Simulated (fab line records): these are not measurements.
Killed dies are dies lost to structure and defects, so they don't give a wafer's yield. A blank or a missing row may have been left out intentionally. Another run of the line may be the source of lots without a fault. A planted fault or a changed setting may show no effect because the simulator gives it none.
Struck lot and sound lot, side by side	flow sky130	42 out of 708 route steps
Sound: these wafers, L506.2, L506.3, L506.5. Struck: wafer L525.4 (L525.1, L525.3, from the same lot, were not struck and are left out); the cause is given at the end.
Per side, at each step with rows, come the tool, then ch with its chambers, and then its first start. Under that, the readings that differ: sound wafers	struck wafers	difference of the means	sigmas: that difference in standard deviations of wafers without a fault.
alike: a reading whose means differ by less than 2 such deviations, as well as words and numbers matching on both sides. not compared: withheld readings; readings where some wafer has no value; bounds like >300 that might hide an equal value; numbers whose values overlap and for which the record gives no deviation.
The two part at a step that has a row with sigmas, a row that says differs or no value, or rows on one side only. Non-overlapping numbers with no deviation appear without sigmas and do not part them. A reading missing from all wafers of one side parts the sides only when that side holds two or more wafers.

first, 4 steps without rows for these wafers: SKY_VIA4_STRIP_14 (strips in post etch residue remover, time 1200 s); SKY_VIA4_CLEAN_15 (cleans in IPA, time 180 s); SKY_VIA4_CLEAN_16 (cleans in O3/DIW); SKY_VIA4_SPUTTER_17 (material TiN, target thk 20 nm, time 80 s).
SKY_VIA4_CVD_18: deposits W, target thk 505 nm, time 152.14 s.
  sound on cvd w-01 ch 0,1, day 42 14:35; struck on cvd w-02 ch 0, day 48 00:19
  alike: heater power w
SKY_VIA4_RS_MEAS_19: measurement is done with a four-point probe.
  sound on film metro-02 at day 42 14:46; struck on film metro-01 at day 48 00:37
  alike: VIA4_W_RS
SKY_VIA4_THK_MEAS_20: measures by xrf.
  sound on film metro-02 at day 42 14:52; struck on film metro-01 at day 48 00:44
  alike: VIA4_W_THK
SKY_VIA4_CMP_21: polishes, stops on SiO2, t overpolish 25 s, target thk 0 nm.
  sound on cmp-02 ch 1,3, day 42 14:55; struck on cmp-01 ch 1, day 48 00:48
reading	sound	struck	difference	sigmas
motor current A (A)	12.5 12.8 11.6	8.3	-4.0	-3
  alike: head pressure psi, overpolish run s, time to endpoint s
SKY_METAL5_SPUTTER_00: material Ti, target thk 15 nm, time 10 s.
  sound on pvd sputter-01 at day 42 15:13; struck on pvd sputter-01 at day 48 01:06
  alike: throttle valve pct
then, 2 steps without rows for these wafers: SKY_METAL5_SPUTTER_01 (material TiN, target thk 20 nm, time 16.7 s); SKY_METAL5_SPUTTER_02 (material AlCu, target thk 1150 nm, time 61.2 s).
SKY_METAL5_SPUTTER_03: material Ti, target thk 5 nm, time 3.3 s.
  sound on pvd sputter-01 at day 42 15:19; struck on pvd sputter-01 at day 48 01:12
  alike: throttle valve pct
SKY_METAL5_SPUTTER_04: material TiN, target thk 70 nm, time 58.3 s.
  sound on pvd sputter-01 at day 42 15:20; struck on pvd sputter-01 at day 48 01:13
reading	sound	struck	difference	sigmas
model.TiN_of_METAL5_SPUTTER_04.thk nm (nm)	69.67 69.78 70.08	38.84	-31.00	
  alike: throttle valve pct
SKY_METAL5_RS_MEAS_05: measurement is done with a four-point probe.
  sound on film metro-03 at day 42 15:25; struck on film metro-03 at day 48 01:33
  alike: METAL5_ALCU_RS
  not compared: hold
SKY_METAL5_THK_MEAS_06: measures by xrf.
  sound on film metro-03 at day 42 15:31; struck on film metro-03 at day 48 05:01
reading	sound	struck	difference	sigmas
METAL5_ALCU_THK (nm)	1127 1142 1136	1209	+74	+6
  not compared: hold
then, 6 steps without rows for these wafers: SKY_METAL5_HMDS_08 (prime time 60 s); SKY_METAL5_COAT_09 (resist thk 1800 nm); SKY_METAL5_SOFTBAKE_10 (time 60 s); SKY_METAL5_EXPOSE_11 (exposes mask MM5, target cd 1600 nm); SKY_METAL5_PEB_12; SKY_METAL5_DEVELOP_13 (develop time 60 s).
SKY_METAL5_DESCUM_14: chemistry O2, time 11 s.
  sound on rie metal-03 ch 0,1, day 43 14:40; struck on rie metal-04 ch 1, day 48 19:42
  alike: drypump motor current A, oes product au
  not compared: rf hours counter h
then, 2 steps without rows for these wafers: SKY_METAL5_METAL_ETCH_15 (etches the open film in Cl2/BCl3, stops on SiO2, target depth 1260 nm, time 252 s); SKY_METAL5_STRIP_16 (strips in O2/N2).
SKY_METAL5_STRIP_17: strips in post etch residue remover, time 1200 s.
  sound on wet bench-01 ch 0, day 43 15:02; struck on wet bench-01 ch 0, day 48 20:04
reading	sound	struck	difference	sigmas
model.TiN_of_METAL5_SPUTTER_04.thk nm (nm)	69.26 69.36 69.67	38.42	-31.01	
then, 3 steps without rows for these wafers: SKY_METAL5_CLEAN_18 (cleans in IPA, time 180 s); SKY_METAL5_CLEAN_19 (cleans in O3/DIW); SKY_PASSIVATION_CVD_00 (deposits SiO2, target thk 90 nm).
SKY_PASSIVATION_THK_MEAS_01:
  sound on film metro-02 at day 43 15:37; struck on film metro-03 at day 48 20:40
  alike: PASSIVATION_CVD_00_THK
then, 1 step without rows for these wafers: SKY_PASSIVATION_CVD_02 (deposits Si3N4, target thk 540 nm).
SKY_PASSIVATION_THK_MEAS_03:
  sound on film metro-02 at day 43 15:53; struck on film metro-04 at day 48 20:57
  alike: PASSIVATION_CVD_02_THK
then, 7 steps without rows for these wafers: SKY_PASSIVATION_DEHYDRATE_04 (time 60 s); SKY_PASSIVATION_HMDS_05 (prime time 60 s); SKY_PASSIVATION_COAT_06 (resist thk 3000 nm); SKY_PASSIVATION_SOFTBAKE_07; SKY_PASSIVATION_EXPOSE_08 (exposes mask NSM, target cd 3000 nm); SKY_PASSIVATION_PEB_09; SKY_PASSIVATION_DEVELOP_10 (develop time 60 s).
SKY_PASSIVATION_ETCH_11: etches the open film in CF4/O2, stops on AlCu, target depth 725 nm, time 161.1 s.
  sound on rie diel-02 ch 0,2,3, day 44 14:19; struck on rie diel-03 ch 2, day 49 14:15
reading	sound	struck	difference	sigmas
model.PASSIVATION.feature depth nm (nm)	694 706.9 699.3	680.5	-19.6	
  alike: drypump motor current A, oes product au, throttle valve pct
  not compared: rf hours counter h
then, 2 steps without rows for these wafers: SKY_PASSIVATION_STRIP_12 (strips in O2/N2); SKY_PAD_OPEN_DEHYDRATE_00 (time 60 s).
SKY_PAD_OPEN_ETCH_07: etches the open film in CF4/O2, stops on AlCu, target depth 725 nm, time 161.1 s.
  sound on rie diel-01 ch 0,2, day 45 12:07; struck on rie diel-02 ch 3, day 50 06:58
reading	sound	struck	difference	sigmas
drypump motor current A (A)	6.4 5.5 6.4	5.1	-1.0	-2
model.PAD_OPEN.feature depth nm (nm)	694 706.9 699.3	680.5	-19.6	
  alike: oes product au, throttle valve pct
  not compared: rf hours counter h

WHERE THEY PART
Earliest at SKY_VIA4_CMP_21; latest, in this record, at SKY_PAD_OPEN_ETCH_07.

WHY: what had been put in by the simulator
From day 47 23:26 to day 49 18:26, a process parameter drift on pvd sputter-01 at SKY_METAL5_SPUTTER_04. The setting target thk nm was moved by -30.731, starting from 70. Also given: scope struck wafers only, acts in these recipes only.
